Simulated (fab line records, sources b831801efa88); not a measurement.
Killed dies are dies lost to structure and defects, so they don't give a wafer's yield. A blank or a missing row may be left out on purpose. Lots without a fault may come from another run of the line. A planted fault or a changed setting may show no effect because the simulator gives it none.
fab line records | flow sky130
record lots=14 wafers=42 last_day=48
route steps=708 shown CONTACT@430 METAL1@434
lots that met no fault: from a run of the same line without faults
start_h: hours from the record's first day to the start of the lot's first wafer shown | wait_h: hours since the lot's step before | " the same as in the row above | L1.1+2: a row that stands for several wafers | - no value, or no start given | * or withheld: withheld | < > ~ a bound
route shown NAME@n: a module of which the file shows steps, and the number in the route of the first | usual: mean/standard deviation of fault-free wafers | same: alike in all rows | chamber/n: place in a boat | sites: the reading at each site | _std_site: their standard deviation | _edge_site: outer sites' mean less inner sites' | radius_mm: how far each site lies from the wafer's centre | mask NAME#n: copy n | behind: the tool/chamber that last shaped the wafer | hold: why the lot was held/for how many hours/how that ended | device: the transistor (n, p or np) that didn't switch | end of line: the same wafers' tests at the end of the route | a step without rows: its recipe alone | killed: dies lost to structure and defects at the first sort, not the wafer's yield | map: a wafer's dies, x killed, . not, _ none there
set.NAME: the setting as run; set.NAME@STEP: as run at that earlier step | model.NAME: the simulator's own value behind a step, which no gauge read
steps of the route over a sample of lots; a table a step, a row a wafer
services: from which hour (start_h, from the record's first day; less than 0 if before it) a tool's chamber was out of use, for how many hours, and why
## steps
# step SKY_CONTACT_CVD_24
# recipe material=W target_thk_nm=340 time_s=102.12 temp_c=400 pressure_torr=40
# usual heater_power_w=799/35
# columns lot.wafer tool chamber start_h wait_h heater_power_w
L244.2 cvd_w-01 0 736.66 0.1 749
L244.4 " 0 " " 744
L244.5 " 0 " " 747
L245.2 cvd_w-01 1 753.42 0.0 791
L245.4 " 1 " " 809
L245.6 " 1 " " 808
L246.1 cvd_w-01 1 758.75 0.0 805
L246.2 " 0 " " 736
L246.6 " 0 " " 771
L247.2 cvd_w-01 0 772.08 0.0 754
L247.5 " 0 " " 745
L247.6 " 1 " " 794
L248.1 cvd_w-02 1 777.96 0.0 810
L248.5 " 1 " " 793
L248.6 " 0 " " 806
L249.1 cvd_w-02 0 784.95 0.0 812
L249.2 " 1 " " 803
L249.5 " 1 " " 834
L252.3 cvd_w-01 0 802.65 0.1 747
L252.4 " 1 " " 785
L252.5 " 0 " " 761
L251.2 cvd_w-02 1 803.79 0.0 779
L251.5 " 0 " " 813
L251.6 " 1 " " 797
L253.1 cvd_w-02 0 814.81 0.0 837
L253.5 " 1 " " 801
L253.6 " 0 " " 817
L254.3 cvd_w-02 1 825.71 0.1 785
L254.4 " 0 " " 847
L254.5 " 1 " " 804
L255.2 cvd_w-01 1 826.60 0.0 805
L255.3 " 0 " " 770
L255.5 " 1 " " 814
L256.1 cvd_w-02 1 836.46 0.0 797
L256.5 " 1 " " 808
L256.6 " 0 " " 845
L258.3 cvd_w-02 1 852.81 0.1 805
L258.4 " 0 " " 836
L258.5 " 0 " " 844
L259.3 cvd_w-01 0 862.24 0.1 763
L259.5 " 0 " " 754
L259.6 " 1 " " 800
# step SKY_CONTACT_CMP_27
# recipe stop_on=SiO2 t_overpolish_s=15 down_force_psi=3.5 platen_rpm=60 target_thk_nm=0 pad_velocity_m_s=0.94248
# usual edge_zone_pressure_frac=1.000/0.0046 motor_current_A=10.7/1.4 overpolish_run_s=14.999/0.0092 time_to_endpoint_s=82.8/2.4
# columns lot.wafer tool chamber start_h wait_h edge_zone_pressure_frac motor_current_A overpolish_run_s time_to_endpoint_s
L244.2 cmp-02 0 737.14 0.2 0.993 10.6 14.980 86.8
L244.4 " 2 " " 1.011 11.6 15.009 86.6
L244.5 " 1 " " 1.003 8.7 15.009 83.2
L245.4 cmp-01 3 753.71 0.0 0.994 9.3 15.004 80.3
L245.2 " 1 " " 1.008 10.8 14.998 80.8
L245.6 " 0 " " 0.999 11.7 15.007 85.2
L246.1 cmp-01 0 759.09 0.1 1.006 11.3 15.008 81.2
L246.2 " 2 " " 1.006 13.5 14.990 78.0
L246.6 " 3 " " 0.996 9.4 15.006 80.8
L247.2 cmp-02 1 772.37 0.0 0.994 8.6 15.000 84.7
L247.5 " 1 " " 0.998 8.7 14.991 82.8
L247.6 " 2 " " 0.992 11.4 15.012 82.6
L248.1 cmp-01 0 778.25 0.1 0.993 11.4 14.986 84.4
L248.5 " 0 " " 1.004 11.0 14.994 83.3
L248.6 " 1 " " 1.007 11.4 15.005 83.5
L249.2 cmp-01 0 785.29 0.1 1.007 11.1 14.981 85.3
L249.1 " 2 " " 0.999 13.3 15.010 83.3
L249.5 " 0 " " 1.000 11.2 14.986 82.2
L252.3 cmp-01 0 802.95 0.1 0.993 10.9 15.020 81.7
L252.4 " 2 " " 1.000 12.9 15.001 81.4
L252.5 " 3 " " 0.993 9.6 15.005 76.9
L251.2 cmp-02 2 804.08 0.0 1.006 10.9 15.008 84.1
L251.6 " 2 " " 1.010 11.8 15.007 85.6
L251.5 " 3 " " 0.998 11.1 15.013 81.0
L253.1 cmp-02 3 815.20 0.1 1.000 11.0 15.002 81.2
L253.5 " 1 " " 0.999 8.3 15.003 80.8
L253.6 " 2 " " 0.998 12.4 14.989 83.6
L254.3 cmp-02 0 826.01 0.1 1.004 10.6 14.991 77.3
L254.4 " 1 " " 0.998 8.8 14.988 80.1
L254.5 " 0 " " 0.994 10.4 14.997 80.5
L255.2 cmp-01 2 826.89 0.0 0.993 13.3 14.988 84.4
L255.3 " 1 " " 1.002 11.3 15.004 85.3
L255.5 " 2 " " 0.999 13.7 15.006 84.0
L256.1 cmp-01 3 836.85 0.1 1.002 9.6 14.985 80.3
L256.5 " 1 " " 0.999 11.0 15.014 84.2
L256.6 " 2 " " 0.995 13.2 15.014 87.9
L258.4 cmp-02 1 853.07 0.0 1.000 8.4 15.001 82.6
L258.3 " 3 " " 1.000 11.0 15.005 82.3
L258.5 " 2 " " 0.996 12.1 15.001 83.4
L259.3 cmp-02 2 862.54 0.1 1.001 11.6 14.997 85.9
L259.5 " 1 " " 1.005 8.7 14.995 84.6
L259.6 " 2 " " 1.011 11.2 14.993 85.6
# step SKY_METAL1_SPUTTER_00
# recipe material=Ti target_thk_nm=15 power_w=3000 time_s=10 chamber_pressure_pa=0.4
# usual throttle_valve_pct=30.3/0.68
# columns lot.wafer tool chamber start_h wait_h throttle_valve_pct
L244.2 pvd_sputter-04 - 737.44 0.2 30.7
L244.4 " - " " 29.5
L244.5 " - " " 30.3
L245.2 pvd_sputter-02 - 754.01 0.1 30.5
L245.4 " - " " 31.1
L245.6 " - " " 30.5
L246.1 pvd_sputter-04 - 759.34 0.2 30.1
L246.2 " - " " 30.1
L246.6 " - " " 30.5
L247.2 pvd_sputter-04 - 772.67 0.2 30.0
L247.5 " - " " 30.4
L247.6 " - " " 30.1
L248.1 pvd_sputter-02 - 778.55 0.2 30.6
L248.5 " - " " 31.4
L248.6 " - " " 30.5
L249.1 pvd_sputter-04 - 785.54 0.1 29.5
L249.2 " - " " 30.6
L249.5 " - " " 30.1
L252.3 pvd_sputter-02 - 803.20 0.2 30.5
L252.4 " - " " 31.1
L252.5 " - " " 30.2
L251.2 pvd_sputter-04 - 804.38 0.2 30.8
L251.5 " - " " 30.2
L251.6 " - " " 29.4
L253.1 pvd_sputter-02 - 815.40 0.1 29.9
L253.5 " - " " 30.5
L253.6 " - " " 31.3
L254.3 pvd_sputter-02 - 826.26 0.2 30.5
L254.4 " - " " 30.2
L254.5 " - " " 30.1
L255.2 pvd_sputter-02 - 827.19 0.2 30.5
L255.3 " - " " 31.4
L255.5 " - " " 30.5
L256.1 pvd_sputter-04 - 837.05 0.1 30.3
L256.5 " - " " 29.9
L256.6 " - " " 29.3
L258.3 pvd_sputter-02 - 853.37 0.1 30.5
L258.4 " - " " 30.4
L258.5 " - " " 30.4
L259.3 pvd_sputter-02 - 862.79 0.2 30.2
L259.5 " - " " 30.3
L259.6 " - " " 31.1
# step SKY_METAL1_DEVELOP_14
# recipe develop_time_s=60 resist=KrF-thick dev_temp_c=21
# usual chill_plate_temp_C=23.01/0.11 develop_time_s=60/0
# columns lot.wafer tool chamber start_h wait_h chill_plate_temp_C develop_time_s
L244.2 litho_track-02 0 763 - 23.09 60
L244.4 " 0 " " 22.85 60
L244.5 " 0 " " 22.96 60
L245.2 litho_track-04 0 780 - 22.82 60
L245.4 " 0 " " 22.87 60
L245.6 " 0 " " 22.78 60
L246.1 litho_track-01 0 785 - 23.00 60
L246.2 " 0 " " 22.97 60
L246.6 " 0 " " 22.97 60
L247.2 litho_track-02 0 799 - 23.01 60
L247.5 " 0 " " 23.16 60
L247.6 " 0 " " 23.00 60
L248.1 litho_track-04 0 804 - 23.17 60
L248.5 " 0 " " 22.95 60
L248.6 " 0 " " 22.85 60
L249.1 litho_track-02 0 812 - 23.13 60
L249.2 " 0 " " 23.02 60
L249.5 " 0 " " 23.03 60
L252.3 litho_track-02 0 830 - 22.93 60
L252.4 " 0 " " 23.06 60
L252.5 " 0 " " 23.01 60
L251.2 litho_track-02 0 831 - 23.08 60
L251.5 " 0 " " 22.84 60
L251.6 " 0 " " 22.97 60
L253.1 litho_track-01 0 841 - 23.04 60
L253.5 " 0 " " 23.02 60
L253.6 " 0 " " 22.86 60
L254.3 litho_track-04 0 852 - 23.09 60
L254.4 " 0 " " 23.04 60
L254.5 " 0 " " 23.07 60
L255.2 litho_track-04 0 853 - 23.01 60
L255.3 " 0 " " 22.87 60
L255.5 " 0 " " 22.93 60
L256.1 litho_track-04 0 863 - 23.16 60
L256.5 " 0 " " 23.15 60
L256.6 " 0 " " 23.09 60
L258.3 litho_track-02 - 878 - - -
L258.4 " - " " - -
L258.5 " - " " - -
L259.3 litho_track-02 - 889 - - -
L259.5 " - " " - -
L259.6 " - " " - -
## services
# columns tool chamber start_h hours kind
cvd_w-01 - 718.92 2.8 pm
cmp-02 - 721.41 14.2 pm
cmp-01 - 735.61 7.7 pm
cvd_w-02 - 735.80 0.9 repair
cmp-01 - 746.08 4.0 pm
cmp-01 - 750.08 - consumable_replace:conditioner
cmp-01 - 750.08 - consumable_replace:pad
cvd_w-02 - 759.47 6.9 pm
cmp-02 - 811.74 2.0 repair
pvd_sputter-04 - 812.25 5.8 repair
cmp-01 - 816.59 2.8 repair
pvd_sputter-04 - 859.06 4.7 repair
cmp-02 - 868.57 4.8 pm
cmp-01 - 877.65 3.1 repair
cvd_w-01 - 878.30 0.9 repair
cvd_w-02 - 878.79 2.7 repair
## key
first_sign step=SKY_METAL1_DEVELOP_14 reading=tool_record direction=missing
effect none on later readings
met_at SKY_METAL1_DEVELOP_14
struck_lots L258,L259
later_rows_left_out L258.3,L258.4,L258.5,L259.3,L259.5,L259.6
sort_left_out L258.3,L258.4,L258.5,L259.3,L259.5,L259.6
not_acting_at SKY_CONTACT_CVD_24,SKY_CONTACT_CMP_27,SKY_METAL1_SPUTTER_00
onset_between 831 878
fault kind=skipped_step_whole tool=litho_track-02 chamber=- onset_h=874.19 steps=SKY_METAL1_DEVELOP_14 scope=struck_lots_only
# sort_left_out: the simulated sort isn't trusted on such a fault, so these wafers' sort isn't shown, and their yield isn't known
# later_rows_left_out: the simulator's readings of these wafers behind a module that went badly wrong aren't trusted and aren't shown, but for the sort
